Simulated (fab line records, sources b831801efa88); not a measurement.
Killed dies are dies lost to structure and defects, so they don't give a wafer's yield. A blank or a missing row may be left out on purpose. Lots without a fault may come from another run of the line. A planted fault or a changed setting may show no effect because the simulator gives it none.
fab line records | flow sfq_line
record lots=6 wafers=18 last_day=95
route steps=325 shown C5@250 M6@251
lots that met no fault: from a run of the same line without faults
start_h: hours from the record's first day to the start of the lot's first wafer shown | wait_h: hours since the lot's step before | " the same as in the row above | L1.1+2: a row that stands for several wafers | - no value, or no start given | * or withheld: withheld | < > ~ a bound
route shown NAME@n: a module of which the file shows steps, and the number in the route of the first | usual: mean/standard deviation of fault-free wafers | same: alike in all rows | chamber/n: place in a boat | sites: the reading at each site | _std_site: their standard deviation | _edge_site: outer sites' mean less inner sites' | radius_mm: how far each site lies from the wafer's centre | mask NAME#n: copy n | behind: the tool/chamber that last shaped the wafer | hold: why the lot was held/for how many hours/how that ended | device: the transistor (n, p or np) that didn't switch | end of line: the same wafers' tests at the end of the route | a step without rows: its recipe alone | killed: dies lost to structure and defects at the first sort, not the wafer's yield | map: a wafer's dies, x killed, . not, _ none there
set.NAME: the setting as run; set.NAME@STEP: as run at that earlier step | model.NAME: the simulator's own value behind a step, which no gauge read
lots at some steps of the route; a table a step, a row a wafer
services: from which hour (start_h, from the record's first day; less than 0 if before it) a tool's chamber was out of use, for how many hours, and why
## steps
# step SFQ_TRILAYER_C5_STRIP_SOLV_CLEAN_156
# recipe chemistry=NMP temp_c=70 time_s=600
# step SFQ_TRILAYER_M6_DEP_PRE_CLEAN_158
# recipe gas=Ar time_s=22.5 bias_v=250
# step SFQ_TRILAYER_M6_DEP_SPUTTER_157
# recipe material=Nb base_pressure_pa=1.33e-06 chamber_pressure_pa=0.1333 substrate_temp_c=20 target_thk_nm=200 power_w=2000 time_s=133.3
# usual substrate_temp_c=19.98/0.097 throttle_valve_pct=30.6/1.1
# columns lot.wafer tool chamber start_h wait_h substrate_temp_c throttle_valve_pct
L518.2 pvd_sputter-05 - 1652.01 0.0 19.80 28.0
L518.3 " - " " 20.20 31.5
L518.5 " - " " 20.11 31.4
L519.2 pvd_sputter-03 - 1654.55 0.0 20.02 31.1
L519.3 " - " " 20.05 29.9
L519.5 " - " " 20.00 30.1
L520.2 pvd_sputter-05 - 1671.53 0.0 19.99 30.6
L520.4 " - " " 20.04 27.8
L520.6 " - " " 20.16 31.5
L535.1 pvd_sputter-05 - 1902.84 0.0 20.03 27.9
L535.3 " - " " 20.07 31.1
L535.5 " - " " 20.10 31.4
L538.1 pvd_sputter-05 - 1911.35 0.0 19.86 28.1
L538.5 " - " " 20.07 31.4
L538.6 " - " " 20.05 30.7
L540.1 pvd_sputter-06 - 1919.75 0.0 19.89 30.8
L540.3 " - " " 20.06 32.8
L540.6 " - " " 20.06 30.0
# step SFQ_M6_RS_MEAS_938
# recipe thk_meas_gauge=four-point-probe reads=Nb_of_TRILAYER_M6_DEP_SPUTTER_157
# usual M6_NB_RS=0.893/0.011
# columns lot.wafer tool chamber start_h wait_h M6_NB_RS[ohm/sq]
L518.2 film_metro-04 - 1652.12 0.1 0.905
L518.3 " - " " 0.903
L518.5 " - " " 0.914
L519.2 film_metro-02 - 1654.66 0.1 0.883
L519.3 " - " " 0.887
L519.5 " - " " 0.887
L520.2 film_metro-01 - 1671.64 0.1 0.883
L520.4 " - " " 0.890
L520.6 " - " " 0.901
L535.1 film_metro-02 - 1902.93 0.0 0.911
L535.3 " - " " 0.906
L535.5 " - " " 0.909
L538.1 film_metro-04 - 1911.44 0.0 0.888
L538.5 " - " " 0.894
L538.6 " - " " 0.880
L540.1 film_metro-01 - 1919.84 0.0 0.883
L540.3 " - " " 0.884
L540.6 " - " " 0.885
# step SFQ_TRILAYER_M6_LITHO_COAT_164
# recipe resist=BARC spin_rpm=3000 resist_thk_nm=62
# step SFQ_TRILAYER_M6_LITHO_COAT_159
# recipe resist=KrF spin_rpm=3000 resist_thk_nm=600
# step SFQ_TRILAYER_M6_LITHO_SOFTBAKE_163
# recipe temp_c=withheld time_s=withheld resist=KrF
# step SFQ_TRILAYER_M6_LITHO_EXPOSE_160
# recipe mask_id=M6 na=0.6 source_shape=conventional sigma_outer=0.65 target_cd_nm=500 dose_mj=14.4
# step SFQ_TRILAYER_M6_LITHO_PEB_162
# recipe peb_temp_c=115 peb_time_s=60 resist=KrF
# step SFQ_TRILAYER_M6_LITHO_DEVELOP_161
# recipe time_s=60 resist=KrF
# step SFQ_M6_OVL_MEAS_940
# usual M6_OVL=-2/5.8
# columns lot.wafer tool chamber start_h wait_h M6_OVL[nm]
L518.2 overlay-02 - 1655.56 0.1 -13
L518.3 " - " " -14
L518.5 " - " " -8
L519.2 overlay-02 - 1659.53 0.1 -7
L519.3 " - " " -2
L519.5 " - " " -5
L520.2 overlay-02 - 1674.18 0.1 -4
L520.4 " - " " -6
L520.6 " - " " -5
L535.1 overlay-02 - 1990.03 0.1 3
L535.3 " - " " -3
L535.5 " - " " -4
L538.1 overlay-01 - 1999.63 0.1 1
L538.5 " - " " 7
L538.6 " - " " -5
L540.1 overlay-01 - 2008.15 0.1 5
L540.3 " - " " 10
L540.6 " - " " 1
# step SFQ_TRILAYER_M6_BARC_OPEN_METAL_ETCH_206
# recipe mask_material=PR chemistry=O2 target_depth_nm=125 target=BARC icp_w=600 bias_w=80 pressure_mtorr=10 time_s=41.7
# usual bias_w=80.01/0.22 drypump_motor_current_A=5.6/0.48 oes_product_au=0.685/0.0044 run_length_s=70.2/0.44
# columns lot.wafer tool chamber start_h wait_h bias_w drypump_motor_current_A oes_product_au rf_hours_counter_h run_length_s model.KrF_of_TRILAYER_M6_LITHO_COAT_159.thk_nm
L518.2 rie_metal-02 1 1655.59 0.0 80.21 6.4 0.691 34 69.5 522.6
L518.3 " 1 " " 80.18 6.4 0.676 - 69.8 521.5
L518.5 " 1 " " 79.95 6.4 0.690 - 69.5 523.3
L519.2 rie_metal-02 1 1659.56 0.0 80.09 6.4 0.688 35 69.4 522.4
L519.3 " 0 " " - 5.3 0.763 - 64.4 527.6
L519.5 " 0 " " 80.03 5.3 0.683 - 70.1 522.1
L520.2 rie_metal-02 0 1674.21 0.0 80.03 5.3 0.682 82 70.0 521.7
L520.4 " 0 " " - 5.3 0.761 - 64.4 528.2
L520.6 " 0 " " 80.01 5.3 0.687 - 69.7 522.6
L535.1 rie_metal-01 1 1990.07 0.0 79.78 5.4 0.686 72 71.1 522.4
L535.3 " 0 " " 80.09 5.4 0.689 - 70.5 523.8
L535.5 " 1 " " 80.11 5.4 0.679 - 70.9 521.7
L538.1 rie_metal-01 1 1999.67 0.0 80.15 5.4 0.690 73 70.5 525.9
L538.5 " 1 " " 80.03 5.4 0.683 - 70.6 526.8
L538.6 " 0 " " 80.00 5.4 0.687 - 70.9 529
L540.1 rie_metal-02 0 2008.19 0.0 80.02 5.3 0.686 130 69.9 524
L540.3 " 1 " " 79.87 6.4 0.683 - 70.4 522.9
L540.6 " 1 " " 79.90 6.5 0.684 - 69.9 521.8
# step SFQ_TRILAYER_M6_ETCH_METAL_ETCH_162
# recipe target=Nb stop_on=SiO2 mask_material=PR chemistry=Cl2/Ar target_depth_nm=240 icp_w=600 bias_w=80 pressure_mtorr=10 time_s=120
# usual bias_w=79.96/0.21 drypump_motor_current_A=5.6/0.48 oes_product_au=0.892/0.0082 run_length_s=148.5/0.43
# columns lot.wafer tool chamber start_h wait_h bias_w drypump_motor_current_A oes_product_au rf_hours_counter_h run_length_s model.KrF_of_TRILAYER_M6_LITHO_COAT_159.thk_nm
L518.2 rie_metal-02 1 1655.65 0.0 80.14 6.4 0.887 34 147.8 382.7
L518.3 " 1 " " 80.01 6.4 0.886 - 147.8 382.7
L518.5 " 1 " " 79.95 6.4 0.880 - 147.9 385.1
L519.2 rie_metal-02 1 1659.62 0.0 79.99 6.4 0.895 35 148.2 382.8
L519.3 " 0 " " 79.80 5.3 0.893 - 148.2 383
L519.5 " 0 " " 79.86 5.3 0.889 - 148.2 378.1
L520.2 rie_metal-02 0 1674.27 0.0 79.76 5.3 0.905 82 148.1 378.9
L520.4 " 0 " " 79.68 5.3 0.891 - 148.1 384.6
L520.6 " 0 " " 79.89 5.3 0.883 - 148.1 379.4
L535.1 rie_metal-01 1 1990.12 0.0 80.25 5.4 0.885 72 149.0 379.4
L535.3 " 0 " " 79.77 5.4 0.883 - 148.9 383.1
L535.5 " 1 " " 79.93 5.4 0.877 - 148.7 377.4
L538.1 rie_metal-01 1 1999.72 0.0 79.91 5.4 0.896 73 148.7 382.3
L538.5 " 1 " " 79.73 5.4 0.897 - 149.0 383.1
L538.6 " 0 " " 80.61 5.4 0.894 - 148.7 390.3
L540.1 rie_metal-02 0 2008.25 0.0 80.01 5.3 0.895 130 147.9 381.9
L540.3 " 1 " " 79.72 6.5 0.904 - 147.9 382.8
L540.6 " 1 " " 79.99 6.5 0.897 - 147.8 380.8
# step SFQ_TRILAYER_M6_STRIP_STRIP_163
# recipe gas=O2 power_w=200 platen_temp_c=40 overash_fraction=0.65 chemistry=O2 pressure_mtorr=50
# usual drypump_motor_current_A=5.6/0.48 oes_product_au=1.002/0.0083
# columns lot.wafer tool chamber start_h wait_h drypump_motor_current_A oes_product_au rf_hours_counter_h
L518.2 rie_metal-02 1 1655.78 0.1 6.5 0.997 35
L518.3 " 1 " " 6.5 0.990 -
L518.5 " 1 " " 6.5 0.989 -
L519.2 rie_metal-02 1 1659.75 0.1 6.4 0.991 35
L519.3 " 0 " " 5.3 1.010 -
L519.5 " 0 " " 5.3 1.009 -
L520.2 rie_metal-02 0 1674.40 0.1 5.3 1.003 82
L520.4 " 0 " " 5.3 1.009 -
L520.6 " 0 " " 5.3 1.004 -
L535.1 rie_metal-01 1 1990.25 0.1 5.4 1.013 72
L535.3 " 0 " " 5.4 0.999 -
L535.5 " 1 " " 5.3 1.026 -
L538.1 rie_metal-01 1 1999.85 0.1 5.4 1.017 74
L538.5 " 1 " " 5.4 1.016 -
L538.6 " 0 " " 5.4 1.002 -
L540.1 rie_metal-02 0 2008.37 0.1 5.3 1.009 130
L540.3 " 1 " " 6.4 0.998 -
L540.6 " 1 " " 6.4 1.006 -
## services
# columns tool chamber start_h hours kind
rie_metal-01 0 1649.79 3.2 repair
pvd_sputter-03 - 1655.65 0.6 repair
pvd_sputter-03 - 1685.11 5.3 repair
rie_metal-01 0 1704.13 36.8 repair
pvd_sputter-05 2 1708.42 - consumable_replace:kit
pvd_sputter-05 2 1708.42 18.0 scheduled_down
pvd_sputter-05 2 1708.42 18.0 vent_cycle
pvd_sputter-05 - 1751.82 9.0 repair
pvd_sputter-03 - 1790.22 3.4 repair
pvd_sputter-05 - 1826.51 8.0 repair
rie_metal-02 - 1829.42 0.1 repair
rie_metal-02 - 1860.86 0.8 repair
pvd_sputter-03 0 1875.80 - consumable_replace:kit
pvd_sputter-03 0 1875.80 18.0 scheduled_down
pvd_sputter-03 0 1875.80 18.0 vent_cycle
rie_metal-01 0 1939.16 - clean
rie_metal-01 0 1939.16 - consumable_replace:esc
rie_metal-01 0 1939.16 - consumable_replace:focus_ring
rie_metal-01 0 1939.16 33.0 scheduled_down
rie_metal-01 0 1939.16 33.0 vent_cycle
rie_metal-01 - 1969.86 2.8 pm
rie_metal-02 0 1979.83 8.4 repair
pvd_sputter-06 - 2001.21 15.3 repair
pvd_sputter-06 - 2008.23 2.3 repair
## key
first_sign step=SFQ_TRILAYER_M6_BARC_OPEN_METAL_ETCH_206 reading=oes_product_au direction=up sigmas=17 usual=0.685 struck=0.762
effect step=SFQ_TRILAYER_M6_BARC_OPEN_METAL_ETCH_206 reading=run_length_s direction=down sigmas=13 usual=* struck=*
model_effect step=SFQ_TRILAYER_M6_BARC_OPEN_METAL_ETCH_206 value=KrF_of_TRILAYER_M6_LITHO_COAT_159.thk_nm without=521.1 struck=527.9
model_effect step=SFQ_TRILAYER_M6_ETCH_METAL_ETCH_162 value=KrF_of_TRILAYER_M6_LITHO_COAT_159.thk_nm without=377 struck=383.8
met_at SFQ_TRILAYER_M6_BARC_OPEN_METAL_ETCH_206
struck_wafers L519.3,L520.4
onset_between 1655.59 1659.56
fault kind=process_parameter_drift tool=rie_metal-02 chamber=- onset_h=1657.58 steps=SFQ_TRILAYER_M6_BARC_OPEN_METAL_ETCH_206 channel=time_s offset=* shape=step end_h=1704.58 scope=struck_wafers_only acts_in=* stated=*
